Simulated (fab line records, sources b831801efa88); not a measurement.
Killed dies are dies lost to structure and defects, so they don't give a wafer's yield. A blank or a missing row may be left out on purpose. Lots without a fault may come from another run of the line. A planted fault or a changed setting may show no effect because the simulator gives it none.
Which tool did it? | flow gf180mcu | 14 lots, 40 wafers sampled, at 4 steps of a route of 602

WHAT THE GAUGES READ, wafer by wafer
GF_HV_LDD_OVL_MEAS_47. Usual: HV_LDD_03_OVL -0.2 nm, standard deviation 1.4.
lot  | measured     | on         | HV_LDD_03_OVL (nm) | flag
L997 | day 12 05:13 | overlay-02 | -0.4 1.1 2.9       |
L998 | day 12 07:24 | overlay-02 | -1.1 -1.5 -0.1     |
L999 | day 12 19:43 | overlay-01 | 0.5 -1.3 0.5       |
L100 | day 13 07:40 | overlay-02 | 0.2 0.4 -0.6       |
L101 | day 13 13:40 | overlay-02 | -1.1 1.9 -0.5      |
L102 | day 13 19:47 | overlay-01 | 0.5 2.8 2.8        |
L103 | day 14 07:47 | overlay-02 | 1.1 -2.6 -0.3      |
L105 | day 14 20:28 | overlay-02 | 0.2 0.6 -1.2       |
L106 | day 15 02:22 | overlay-01 | -1.4 -0.7 0.0      |
L107 | day 15 12:52 | overlay-01 | -1.0 2.0 -1.0      |
L111 | day 16 19:49 | overlay-02 | -2.7 -1.5 -2.1     |
L114 | day 18 06:59 | overlay-01 | -1.1 -0.9          |
L115 | day 18 13:49 | overlay-02 | -0.1 0.2           |
L119 | day 19 20:29 | overlay-02 | -2.1 0.8 -0.2      |

GF_M1_CD_MEAS_14: target cd 230 nm. Usual: cd_nm 229.7 nm, standard deviation 1.3.
lot  | measured     | on        | cd_nm (nm)        | flag
L997 | day 16 20:20 | cd_sem-02 | 231.7 231.0 230.6 |
L998 | day 16 23:19 | cd_sem-02 | 231.0 230.9 229.3 |
L999 | day 17 12:57 | cd_sem-02 | 230.1 228.1 229.6 |
L100 | day 18 02:14 | cd_sem-01 | 229.0 227.9 229.1 |
L101 | day 18 10:15 | cd_sem-02 | 230.0 230.8 230.2 |
L102 | day 18 16:29 | cd_sem-01 | 225.8 227.9 227.9 |
L103 | day 19 07:19 | cd_sem-01 | 228.6 228.6 229.4 |
L105 | day 19 20:43 | cd_sem-02 | 228.9 229.4 229.2 |
L106 | day 20 04:56 | cd_sem-02 | 231.9 231.1 230.9 |
L107 | day 20 16:26 | cd_sem-02 | 228.3 227.2 228.1 |
L111 | day 22 02:34 | cd_sem-02 | 230.0 229.6 229.7 |
L114 | day 23 14:59 | cd_sem-02 | 230.1 128.1       | OFF
L115 | day 23 21:38 | cd_sem-01 | 127.5 230.4       | OFF
L119 | day 25 00:58 | cd_sem-02 | 228.9 228.5 229.4 |

GF_V1_THK_MEAS_01. Usual: V1_CVD_00_THK 600 nm, standard deviation 6.4.
lot  | measured     | on            | V1_CVD_00_THK (nm) | flag
L997 | day 16 21:11 | film_metro-04 | 601 605 594        |
L998 | day 17 00:14 | film_metro-02 | 599 593 601        |
L999 | day 17 13:51 | film_metro-04 | 588 597 596        |
L100 | day 18 03:07 | film_metro-02 | 608 610 608        |
L101 | day 18 11:07 | film_metro-01 | 603 592 593        |
L102 | day 18 17:22 | film_metro-01 | 600 594 609        |
L103 | day 19 08:19 | film_metro-02 | 591 596 594        |
L105 | day 19 21:36 | film_metro-01 | 595 593 596        |
L106 | day 20 05:49 | film_metro-02 | 599 602 608        |
L107 | day 20 17:18 | film_metro-01 | 600 596 586        |
L111 | day 22 03:26 | film_metro-02 | 599 613 605        |
L114 | day 23 15:53 | film_metro-01 | 605                |
L115 | day 23 22:32 | film_metro-02 | 599                |
L119 | day 25 01:52 | film_metro-01 | 613 608 608        |

WHICH TOOL RAN EACH LOT (tool, then ch and the chambers of the sampled wafers, then the start)
lot  | GF_M1_EXPOSE_11
L997 | krf_scanner-01 ch 0, day 16 09:40
L998 | krf_scanner-01 ch 0, day 16 12:25
L999 | krf_scanner-01 ch 0, day 17 02:00
L100 | krf_scanner-01 ch 0, day 17 14:40
L101 | krf_scanner-02 ch 0, day 17 22:21
L102 | krf_scanner-01 ch 0, day 18 05:12
L103 | krf_scanner-02 ch 0, day 18 19:10
L105 | krf_scanner-01 ch 0, day 19 09:11
L106 | krf_scanner-01 ch 0, day 19 17:06
L107 | krf_scanner-02 ch 0, day 20 04:26
L111 | krf_scanner-02 ch 0, day 21 14:23
L114 | krf_scanner-02 ch 0, day 23 03:27
L115 | krf_scanner-02 ch 0, day 23 10:26
L119 | krf_scanner-01 ch 0, day 24 13:58
- GF_M1_EXPOSE_11: exposes mask Metal1, target cd 230 nm.

WHAT THE TOOLS THEMSELVES READ (means of the sampled wafers that have a number; where no wafer has one, the mark that the record gives instead)
GF_M1_EXPOSE_11. Usual: focus_offset_nm 0.0 nm, standard deviation 0.48.
lot  | tool           | focus_offset_nm (nm) | flag
L997 | krf_scanner-01 | -1.0                 |
L998 | krf_scanner-01 | -0.4                 |
L999 | krf_scanner-01 | 0.1                  |
L100 | krf_scanner-01 | 0.1                  |
L101 | krf_scanner-02 | 0.1                  |
L102 | krf_scanner-01 | 0.6                  |
L103 | krf_scanner-02 | -0.1                 |
L105 | krf_scanner-01 | 0.4                  |
L106 | krf_scanner-01 | -0.2                 |
L107 | krf_scanner-02 | 0.1                  |
L111 | krf_scanner-02 | 0.2                  |
L114 | krf_scanner-02 | 0.6                  |
L115 | krf_scanner-02 | 0.6                  |
L119 | krf_scanner-01 | -0.3                 |

THE ANSWER, worked out from the rows above alone
Rule: a lot is off if the mean of its wafers that have a number lies more than 3 standard deviations from the usual mean. A lot without any number at a reading at which 4 lots or more have one is off too. The other lots that the step has rows for count as sound. The gauges are gone through in route order, then the tools' own readings, and for those a lot's mean is taken as printed above. The first step at which some lot is off is used, and at that step the reading that is off furthest; a lot without a number counts as furthest.
Off: L114, L115, at GF_M1_CD_MEAS_14 (cd_nm).
A tool fits if, at a process step before that reading, it ran every lot that is off, and no sound lot after the first of them. The gauges at GF_M1_CD_MEAS_14 are tried like those tools. One fits: krf_scanner-02 at GF_M1_EXPOSE_11. Its last sound lot is L111 (day 21 14:23), its first lot that is off L114 (day 23 03:27): a fault that began between those two fits.

WHAT THE SIMULATOR HAD PUT IN
Process parameter drift: krf_scanner-02, from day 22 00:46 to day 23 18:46, at GF_M1_EXPOSE_11. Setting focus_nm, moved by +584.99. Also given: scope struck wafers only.
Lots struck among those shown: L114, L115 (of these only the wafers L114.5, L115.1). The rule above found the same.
